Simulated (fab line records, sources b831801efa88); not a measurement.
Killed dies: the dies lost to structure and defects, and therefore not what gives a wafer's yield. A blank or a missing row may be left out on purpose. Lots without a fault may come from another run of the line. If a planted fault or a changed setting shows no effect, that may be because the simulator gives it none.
Commonality check across tools / flow sky130 / 13 lots and 39 wafers in the sample

REASON FOR OPENING
At SKY_LDD_P_TW_MEAS_11 the reading LDD_P_TW is flagged on 1 of 13 lots. Wafers without a fault read 637, standard deviation 3.4.
Rule: a lot gets a flag if all its wafers with a number sit over 4 standard deviations from that mean, or if no wafer of it has a number. As for the other lots, they are considered sound.

lot=L165; measured=day 19 01:14; on=film metro-01; LDD_P_TW, wafer by wafer=642 637 641; flag=
lot=L166; measured=day 19 11:04; on=film metro-03; LDD_P_TW, wafer by wafer=633 634 638; flag=
lot=L167; measured=day 19 14:50; on=film metro-01; LDD_P_TW, wafer by wafer=642 642 641; flag=
lot=L168; measured=day 20 05:53; on=film metro-03; LDD_P_TW, wafer by wafer=630 632 636; flag=
lot=L171; measured=day 21 07:11; on=film metro-01; LDD_P_TW, wafer by wafer=641 641 643; flag=
lot=L172; measured=day 21 17:55; on=film metro-02; LDD_P_TW, wafer by wafer=631 634 635; flag=
lot=L173; measured=day 21 19:16; on=film metro-02; LDD_P_TW, wafer by wafer=636 637 636; flag=
lot=L174; measured=day 22 09:43; on=film metro-01; LDD_P_TW, wafer by wafer=639 636 636; flag=
lot=L175; measured=day 23 00:22; on=film metro-01; LDD_P_TW, wafer by wafer=637 639 635; flag=
lot=L176; measured=day 23 16:32; on=film metro-03; LDD_P_TW, wafer by wafer=633 634 635; flag=
lot=L177; measured=day 23 20:22; on=film metro-03; LDD_P_TW, wafer by wafer=30 30 30; flag=FLAGGED
lot=L188; measured=day 27 11:37; on=film metro-01; LDD_P_TW, wafer by wafer=640 642 645; flag=
lot=L187; measured=day 27 12:53; on=film metro-02; LDD_P_TW, wafer by wafer=641 638 640; flag=
Averaged over the flagged lots the numbers come to 30, -607 from the usual (-99 or more standard deviations).

WHICH TOOL EACH LOT WENT THROUGH
Before the reading, the record contains 3 process steps out of a 708-step route. In each cell: the tool, then ch and the chambers that the sampled wafers went through, then the start.
lot=L165; flag=; SKY_RES_PROTECT_STRIP_07=plasma asher-04 ch 0,1, day 15 05:41; SKY_LDD_N_STRIP_16=plasma asher-01 ch 0,1, day 17 19:18; SKY_LDD_P_STRIP_10=plasma asher-04 ch 0,1, day 19 01:08
lot=L166; flag=; SKY_RES_PROTECT_STRIP_07=plasma asher-01 ch 0,1, day 15 12:07; SKY_LDD_N_STRIP_16=plasma asher-03 ch 1, day 18 04:27; SKY_LDD_P_STRIP_10=plasma asher-04 ch 0,1, day 19 10:58
lot=L167; flag=; SKY_RES_PROTECT_STRIP_07=plasma asher-02 ch 0,1, day 15 16:19; SKY_LDD_N_STRIP_16=plasma asher-03 ch 0,1, day 18 07:47; SKY_LDD_P_STRIP_10=plasma asher-02 ch 0,1, day 19 14:46
lot=L168; flag=; SKY_RES_PROTECT_STRIP_07=plasma asher-02 ch 0,1, day 16 01:50; SKY_LDD_N_STRIP_16=plasma asher-01 ch 0,1, day 18 21:47; SKY_LDD_P_STRIP_10=plasma asher-03 ch 0,1, day 20 05:48
lot=L171; flag=; SKY_RES_PROTECT_STRIP_07=plasma asher-04 ch 0,1, day 17 06:19; SKY_LDD_N_STRIP_16=plasma asher-01 ch 0,1, day 19 23:47; SKY_LDD_P_STRIP_10=plasma asher-02 ch 0,1, day 21 07:05
lot=L172; flag=; SKY_RES_PROTECT_STRIP_07=plasma asher-01 ch 0,1, day 17 15:47; SKY_LDD_N_STRIP_16=plasma asher-04 ch 0,1, day 20 11:09; SKY_LDD_P_STRIP_10=plasma asher-02 ch 0,1, day 21 17:49
lot=L173; flag=; SKY_RES_PROTECT_STRIP_07=plasma asher-01 ch 0,1, day 17 17:41; SKY_LDD_N_STRIP_16=plasma asher-04 ch 0,1, day 20 12:03; SKY_LDD_P_STRIP_10=plasma asher-02 ch 0,1, day 21 19:10
lot=L174; flag=; SKY_RES_PROTECT_STRIP_07=plasma asher-04 ch 0,1, day 18 07:20; SKY_LDD_N_STRIP_16=plasma asher-01 ch 0,1, day 21 03:02; SKY_LDD_P_STRIP_10=plasma asher-04 ch 0,1, day 22 09:37
lot=L175; flag=; SKY_RES_PROTECT_STRIP_07=plasma asher-02 ch 0,1, day 18 23:26; SKY_LDD_N_STRIP_16=plasma asher-04 ch 0,1, day 21 17:41; SKY_LDD_P_STRIP_10=plasma asher-02 ch 0,1, day 23 00:16
lot=L176; flag=; SKY_RES_PROTECT_STRIP_07=plasma asher-02 ch 0,1, day 19 15:37; SKY_LDD_N_STRIP_16=plasma asher-04 ch 0,1, day 22 10:17; SKY_LDD_P_STRIP_10=plasma asher-02 ch 0,1, day 23 16:27
lot=L177; flag=FLAGGED; SKY_RES_PROTECT_STRIP_07=plasma asher-02 ch 0,1, day 19 19:44; SKY_LDD_N_STRIP_16=plasma asher-04 ch 0,1, day 22 13:36; SKY_LDD_P_STRIP_10=plasma asher-03 ch 0,1, day 23 20:16
lot=L188; flag=; SKY_RES_PROTECT_STRIP_07=plasma asher-02 ch 0, day 23 14:28; SKY_LDD_N_STRIP_16=plasma asher-01 ch 0,1, day 26 06:45; SKY_LDD_P_STRIP_10=plasma asher-04 ch 0,1, day 27 11:31
lot=L187; flag=; SKY_RES_PROTECT_STRIP_07=plasma asher-04 ch 0,1, day 23 15:13; SKY_LDD_N_STRIP_16=plasma asher-03 ch 0,1, day 26 07:44; SKY_LDD_P_STRIP_10=plasma asher-04 ch 0,1, day 27 12:47
What is done by these steps:
- SKY_RES_PROTECT_STRIP_07: strips in O2/N2.
- SKY_LDD_N_STRIP_16: strips in O2/N2.
- SKY_LDD_P_STRIP_10: strips in O2/N2.
- SKY_LDD_P_TW_MEAS_11

FLAGGED OVER TOTAL, TOOL BY TOOL (the gauges that took the reading come last)
step=SKY_RES_PROTECT_STRIP_07; tool=plasma asher-01; lots run=3; flagged=0; share of the flagged lots=none; sound lots run after its first flagged lot=-
step=SKY_RES_PROTECT_STRIP_07; tool=plasma asher-02; lots run=6; flagged=1; share of the flagged lots=all; sound lots run after its first flagged lot=1 (L188)
step=SKY_RES_PROTECT_STRIP_07; tool=plasma asher-04; lots run=4; flagged=0; share of the flagged lots=none; sound lots run after its first flagged lot=-
step=SKY_LDD_N_STRIP_16; tool=plasma asher-01; lots run=5; flagged=0; share of the flagged lots=none; sound lots run after its first flagged lot=-
step=SKY_LDD_N_STRIP_16; tool=plasma asher-03; lots run=3; flagged=0; share of the flagged lots=none; sound lots run after its first flagged lot=-
step=SKY_LDD_N_STRIP_16; tool=plasma asher-04; lots run=5; flagged=1; share of the flagged lots=all; sound lots run after its first flagged lot=0
step=SKY_LDD_P_STRIP_10; tool=plasma asher-02; lots run=6; flagged=0; share of the flagged lots=none; sound lots run after its first flagged lot=-
step=SKY_LDD_P_STRIP_10; tool=plasma asher-03; lots run=2; flagged=1; share of the flagged lots=all; sound lots run after its first flagged lot=0
step=SKY_LDD_P_STRIP_10; tool=plasma asher-04; lots run=5; flagged=0; share of the flagged lots=none; sound lots run after its first flagged lot=-
step=SKY_LDD_P_TW_MEAS_11; tool=film metro-01; lots run=6; flagged=0; share of the flagged lots=none; sound lots run after its first flagged lot=-
step=SKY_LDD_P_TW_MEAS_11; tool=film metro-02; lots run=3; flagged=0; share of the flagged lots=none; sound lots run after its first flagged lot=-
step=SKY_LDD_P_TW_MEAS_11; tool=film metro-03; lots run=4; flagged=1; share of the flagged lots=all; sound lots run after its first flagged lot=0

THE TABLE: WHAT IT ALLOWS
4 rows of the table ran every flagged lot: plasma asher-02 at SKY_RES_PROTECT_STRIP_07, plasma asher-04 at SKY_LDD_N_STRIP_16, plasma asher-03 at SKY_LDD_P_STRIP_10, film metro-03 at SKY_LDD_P_TW_MEAS_11.
- plasma asher-02 at SKY_RES_PROTECT_STRIP_07 ran 6 lots, 1 of them flagged. Sound lots ran on it after the first flagged one (L188), which a lasting fault on the whole tool wouldn't allow.
- plasma asher-04 at SKY_LDD_N_STRIP_16 ran 5 lots, 1 of them flagged. Last sound lot L176 at day 22 10:17, first flagged lot L177 at day 22 13:36; a fault beginning in between fits. Its own readings (oes product au) fall more than 4 standard deviations out on all wafers of the flagged lots.
- plasma asher-03 at SKY_LDD_P_STRIP_10 ran 2 lots, 1 of them flagged. Last sound lot L168 at day 20 05:48, first flagged lot L177 at day 23 20:16; a fault beginning in between fits. Its own readings (strip time to endpoint s) fall more than 4 standard deviations out on all wafers of the flagged lots.
- film metro-03 at SKY_LDD_P_TW_MEAS_11 ran 4 lots, 1 of them flagged. Last sound lot L176 at day 23 16:32, first flagged lot L177 at day 23 20:22; a fault beginning in between fits.
Because each of these 3 tools fits a fault that began at some hour, counting lots does not separate them. More lots, or a look at what each step does to the wafer, might.

WHAT WAS PUT IN BY THE SIMULATOR
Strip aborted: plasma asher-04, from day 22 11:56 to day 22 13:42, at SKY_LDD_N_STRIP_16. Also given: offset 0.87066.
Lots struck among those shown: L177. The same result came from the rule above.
